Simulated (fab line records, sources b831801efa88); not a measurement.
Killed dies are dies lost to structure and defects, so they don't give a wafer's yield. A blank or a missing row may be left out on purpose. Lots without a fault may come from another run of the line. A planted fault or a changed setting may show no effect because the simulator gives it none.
fab line records | flow sfq_line
record lots=7 wafers=21 last_day=97
route steps=325 shown M3@122 I3@133
lots that met no fault: from a run of the same line without faults
start_h: hours from the record's first day to the start of the lot's first wafer shown | wait_h: hours since the lot's step before | " the same as in the row above | L1.1+2: a row that stands for several wafers | - no value, or no start given | * or withheld: withheld | < > ~ a bound
route shown NAME@n: a module of which the file shows steps, and the number in the route of the first | usual: mean/standard deviation of fault-free wafers | same: alike in all rows | chamber/n: place in a boat | sites: the reading at each site | _std_site: their standard deviation | _edge_site: outer sites' mean less inner sites' | radius_mm: how far each site lies from the wafer's centre | mask NAME#n: copy n | behind: the tool/chamber that last shaped the wafer | hold: why the lot was held/for how many hours/how that ended | device: the transistor (n, p or np) that didn't switch | end of line: the same wafers' tests at the end of the route | a step without rows: its recipe alone | killed: dies lost to structure and defects at the first sort, not the wafer's yield | map: a wafer's dies, x killed, . not, _ none there
set.NAME: the setting as run; set.NAME@STEP: as run at that earlier step | model.NAME: the simulator's own value behind a step, which no gauge read
lots at some steps of the route; a table a step, a row a wafer
services: from which hour (start_h, from the record's first day; less than 0 if before it) a tool's chamber was out of use, for how many hours, and why
## steps
# step SFQ_TRILAYER_M3_LITHO_COAT_080
# recipe resist=BARC spin_rpm=3000 resist_thk_nm=62
# step SFQ_TRILAYER_M3_LITHO_COAT_075
# recipe resist=KrF spin_rpm=3000 resist_thk_nm=600
# step SFQ_TRILAYER_M3_LITHO_SOFTBAKE_079
# recipe temp_c=withheld time_s=withheld resist=KrF
# step SFQ_TRILAYER_M3_LITHO_EXPOSE_076
# recipe mask_id=M3 na=0.6 source_shape=conventional sigma_outer=0.65 target_cd_nm=500 dose_mj=14.4
# step SFQ_TRILAYER_M3_LITHO_PEB_078
# recipe peb_temp_c=115 peb_time_s=60 resist=KrF
# step SFQ_TRILAYER_M3_LITHO_DEVELOP_077
# recipe time_s=60 resist=KrF
# step SFQ_M3_OVL_MEAS_921
# usual M3_OVL=1/5.6
# columns lot.wafer tool chamber start_h wait_h M3_OVL[nm]
L191.1 overlay-02 - 1143.70 0.1 0
L191.2 " - " " -2
L191.5 " - " " 2
L193.2 overlay-01 - 1161.70 0.1 3
L193.4 " - " " -1
L193.5 " - " " 10
L197.1 overlay-01 - 1205.15 0.1 -5
L197.2 " - " " -4
L197.4 " - " " -1
L198.1 overlay-02 - 1217.15 0.1 1
L198.2 " - " " 2
L198.6 " - " " 3
L199.3 overlay-01 - 1221.96 0.1 -5
L199.5 " - " " -4
L199.6 " - " " -2
L207.1 overlay-01 - 1284.64 0.1 10
L207.2 " - " " 5
L207.6 " - " " 13
L210.2 overlay-02 - 1314.44 0.1 3
L210.3 " - " " 12
L210.5 " - " " 7
# step SFQ_TRILAYER_M3_BARC_OPEN_METAL_ETCH_100
# recipe mask_material=PR chemistry=O2 target_depth_nm=125 target=BARC icp_w=600 bias_w=80 pressure_mtorr=10 time_s=41.7
# usual drypump_motor_current_A=5.6/0.44 oes_product_au=0.686/0.0044
# columns lot.wafer tool chamber start_h wait_h drypump_motor_current_A oes_product_au rf_hours_counter_h
L191.1 rie_metal-04 0 1143.73 0.0 5.6 0.689 43
L191.2 " 1 " " 6.2 0.691 99
L191.5 " 0 " " 5.5 0.692 -
L193.2 rie_metal-01 0 1161.73 0.0 5.9 0.689 14
L193.4 " 0 " " 5.9 0.687 -
L193.5 " 1 " " 5.4 0.689 -
L197.1 rie_metal-03 0 1205.18 0.0 5.6 0.681 78
L197.2 " 1 " " 4.8 0.685 5
L197.4 " 1 " " 4.8 0.680 -
L198.1 rie_metal-04 1 1217.18 0.0 6.2 0.686 109
L198.2 " 0 " " 5.5 0.692 50
L198.6 " 1 " " 6.2 0.689 -
L199.3 rie_metal-03 0 1222.00 0.0 5.6 0.680 -
L199.5 " 1 " " 4.8 0.687 -
L199.6 " 0 " " 5.6 0.683 -
L207.1 rie_metal-01 1 1284.67 0.0 5.4 0.678 6
L207.2 " 0 " " 5.9 0.689 31
L207.6 " 0 " " 5.9 0.680 -
L210.2 rie_metal-03 0 1314.47 0.0 5.5 0.685 92
L210.3 " 0 " " 5.5 0.688 -
L210.5 " 0 " " 5.6 0.685 -
# step SFQ_TRILAYER_M3_ETCH_METAL_ETCH_078
# recipe target=Nb stop_on=SiO2 mask_material=PR chemistry=Cl2/Ar target_depth_nm=240 icp_w=600 bias_w=80 pressure_mtorr=10 time_s=120
# usual drypump_motor_current_A=5.6/0.44 oes_product_au=0.905/0.0065
# columns lot.wafer tool chamber start_h wait_h drypump_motor_current_A oes_product_au rf_hours_counter_h
L191.1 rie_metal-04 0 1143.81 0.1 5.5 0.899 43
L191.2 " 1 " " 6.2 0.888 99
L191.5 " 0 " " 5.5 0.904 -
L193.2 rie_metal-01 0 1161.79 0.0 5.9 0.911 14
L193.4 " 0 " " 5.9 0.912 -
L193.5 " 1 " " 5.4 0.912 -
L197.1 rie_metal-03 0 1205.24 0.0 5.6 0.906 78
L197.2 " 1 " " 4.9 0.902 5
L197.4 " 1 " " 4.8 0.910 -
L198.1 rie_metal-04 1 1217.24 0.0 6.2 0.912 109
L198.2 " 0 " " 5.5 0.900 50
L198.6 " 1 " " 6.2 0.914 -
L199.3 rie_metal-03 0 1222.08 0.1 5.5 0.898 -
L199.5 " 1 " " 4.9 0.896 -
L199.6 " 0 " " 5.5 0.898 -
L207.1 rie_metal-01 1 1284.73 0.0 5.4 0.906 6
L207.2 " 0 " " 5.9 0.896 31
L207.6 " 0 " " 5.9 0.895 -
L210.2 rie_metal-03 0 1314.53 0.0 5.5 0.904 92
L210.3 " 0 " " 5.5 0.909 -
L210.5 " 0 " " 5.5 0.906 -
# step SFQ_TRILAYER_M3_STRIP_STRIP_079
# recipe gas=O2 power_w=200 platen_temp_c=40 overash_fraction=0.65 chemistry=O2 pressure_mtorr=50
# usual drypump_motor_current_A=5.6/0.44 oes_product_au=0.999/0.008
# columns lot.wafer tool chamber start_h wait_h drypump_motor_current_A oes_product_au rf_hours_counter_h
L191.1 rie_metal-04 0 1143.98 0.1 5.6 1.022 43
L191.2 " 1 " " 6.2 1.010 99
L191.5 " 0 " " 5.5 1.008 -
L193.2 rie_metal-01 0 1161.92 0.1 5.9 1.009 14
L193.4 " 0 " " 5.9 0.999 -
L193.5 " 1 " " 5.3 0.998 -
L197.1 rie_metal-03 0 1205.37 0.1 5.5 1.003 78
L197.2 " 1 " " 4.8 0.988 5
L197.4 " 1 " " 4.9 0.999 -
L198.1 rie_metal-04 1 1217.37 0.1 6.2 1.005 109
L198.2 " 0 " " 5.5 1.011 50
L198.6 " 1 " " 6.2 1.007 -
L199.3 rie_metal-03 0 1222.37 0.2 5.6 1.000 -
L199.5 " 1 " " 4.8 0.990 -
L199.6 " 0 " " 5.6 0.997 -
L207.1 rie_metal-01 1 1284.86 0.1 5.4 0.994 6
L207.2 " 0 " " 5.9 0.987 31
L207.6 " 0 " " 5.9 0.989 -
L210.2 rie_metal-03 0 1314.65 0.1 5.5 0.998 92
L210.3 " 0 " " 5.5 1.006 -
L210.5 " 0 " " 5.5 0.997 -
# step SFQ_TRILAYER_M3_STRIP_SOLV_CLEAN_080
# recipe chemistry=NMP temp_c=70 time_s=600
# step SFQ_TRILAYER_I3_DEP_PECVD_081
# recipe material=SiO2 temp_c=150 time_s=111.11 pressure_torr=2.4 rf_w=183.3 precursor=SiH4/N2O target_thk_nm=500
# usual heater_power_w=75/11 rf_fwd_power_W=182.4/0.6 throttle_valve_pct=24.8/1.4
# columns lot.wafer tool chamber start_h wait_h heater_power_w rf_fwd_power_W throttle_valve_pct model.SiO2_of_TRILAYER_I3_DEP_PECVD_081.thk_nm
L191.1 pecvd-03 1 1144.95 0.0 70 182.9 23.4 498.6
L191.2 " 0 " " 72 182.4 22.1 490
L191.5 " 2 " " 64 182.2 24.9 502.4
L193.2 pecvd-02 0 1162.69 0.0 93 182.4 25.6 502.2
L193.4 " 1 " " 86 182.6 26.3 501.2
L193.5 " 2 " " 70 182.1 24.0 503.8
L197.1 pecvd-03 2 1206.14 0.0 53 211.7 25.0 514.3
L197.2 " 1 " " 72 183.2 23.3 500.4
L197.4 " 1 " " 73 183.7 23.3 510.1
L198.1 pecvd-03 2 1218.14 0.0 53 211.5 25.0 509.7
L198.2 " 0 " " 81 182.6 22.1 492.4
L198.6 " 1 " " 69 182.3 23.2 498.9
L199.3 pecvd-03 0 1222.94 0.0 82 182.7 22.2 484
L199.5 " 2 " " 51 210.5 24.9 525.3
L199.6 " 1 " " 74 182.7 23.6 503.6
L207.1 pecvd-02 2 1285.63 0.0 77 182.3 24.1 502.2
L207.2 " 0 " " 90 182.5 25.5 501.1
L207.6 " 2 " " 79 181.6 24.5 508.6
L210.2 pecvd-01 2 1315.43 0.0 68 181.4 27.1 501.2
L210.3 " 0 " " 65 183.3 26.9 501.9
L210.5 " 2 " " 56 181.5 26.8 511.9
# step SFQ_TRILAYER_I3_CMP_CMP_082
# recipe material=SiO2 down_force_psi=3 platen_rpm=60 pad_velocity_m_s=0.94248
# usual head_pressure_psi=3.000/0.0062 motor_current_A=10.4/1.1 time_to_endpoint_s=217/6.5
# columns lot.wafer tool chamber start_h wait_h head_pressure_psi motor_current_A time_to_endpoint_s
L191.1 cmp-01 2 1148.23 3.2 2.988 12.4 212
L191.2 " 3 " " 2.995 9.4 206
L191.5 " 1 1149.73 4.7 3.000 10.3 222
L193.4 cmp-02 3 1167.61 4.8 3.002 12.1 226
L193.2 " 0 " " 3.005 8.9 223
L193.5 " 1 " " 3.005 10.5 229
L197.2 cmp-01 1 1208.13 1.9 3.006 10.1 218
L197.1 " 2 " " 3.004 11.4 216
L197.4 " 3 " " 3.004 9.7 217
L198.1 cmp-02 0 1219.52 1.3 2.994 9.0 226
L198.2 " 1 " " 3.000 10.1 218
L198.6 " 3 1221.02 2.8 2.999 12.2 217
L199.3 cmp-02 3 1225.52 2.5 3.005 12.2 202
L199.6 " 2 1227.02 4.0 3.005 10.2 217
L199.5 " 3 " " 3.008 12.3 232
L207.2 cmp-02 2 1290.40 4.7 3.011 10.0 220
L207.1 " 3 " " 2.992 12.3 221
L207.6 " 0 " " 2.995 9.0 231
L210.3 cmp-02 0 1315.51 0.0 3.000 8.9 224
L210.2 " 3 1317.12 1.7 3.001 12.3 216
L210.5 " 0 " " 2.996 9.4 230
## services
# columns tool chamber start_h hours kind
pecvd-02 - 1122.56 0.8 repair
pecvd-03 - 1129.71 1.3 repair
cmp-02 - 1138.63 1.0 repair
rie_metal-01 1 1138.92 8.7 repair
pecvd-02 0 1155.07 3.8 repair
rie_metal-01 - 1163.17 0.1 repair
cmp-01 - 1173.15 1.4 repair
rie_metal-03 - 1176.46 2.8 pm
rie_metal-01 - 1189.04 1.4 pm
pecvd-03 - 1194.53 5.5 pm
rie_metal-04 0 1195.77 11.2 repair
pecvd-02 2 1197.81 4.2 repair
cmp-02 - 1199.33 3.7 pm
rie_metal-03 - 1200.11 1.3 repair
pecvd-01 1 1220.01 3.8 repair
cmp-01 - 1226.43 8.8 repair
pecvd-02 - 1236.77 1.7 repair
pecvd-01 2 1249.19 21.7 repair
cmp-01 - 1258.02 4.0 pm
pecvd-02 1 1258.51 3.5 repair
cmp-02 - 1260.49 0.8 repair
pecvd-01 - 1261.01 1.2 repair
cmp-01 - 1306.96 1.9 repair
pecvd-02 - 1316.75 14.0 pm
## key
first_sign step=SFQ_TRILAYER_I3_DEP_PECVD_081 reading=rf_fwd_power_W direction=up sigmas=48 usual=182.4 struck=211.3
effect step=SFQ_TRILAYER_I3_DEP_PECVD_081 reading=heater_power_w direction=down sigmas=2 usual=75 struck=53
model_effect step=SFQ_TRILAYER_I3_DEP_PECVD_081 value=SiO2_of_TRILAYER_I3_DEP_PECVD_081.thk_nm without=493.7 struck=516.4
met_at SFQ_TRILAYER_I3_DEP_PECVD_081
struck_wafers L197.1,L198.1,L199.5
onset_between 1144.95 1206.14
fault kind=process_parameter_drift tool=pecvd-03 chamber=2 onset_h=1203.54 steps=SFQ_TRILAYER_I3_DEP_PECVD_081 channel=rf_w offset=29.328 shape=step end_h=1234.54 acts_in=these_recipes_only stated=183.3
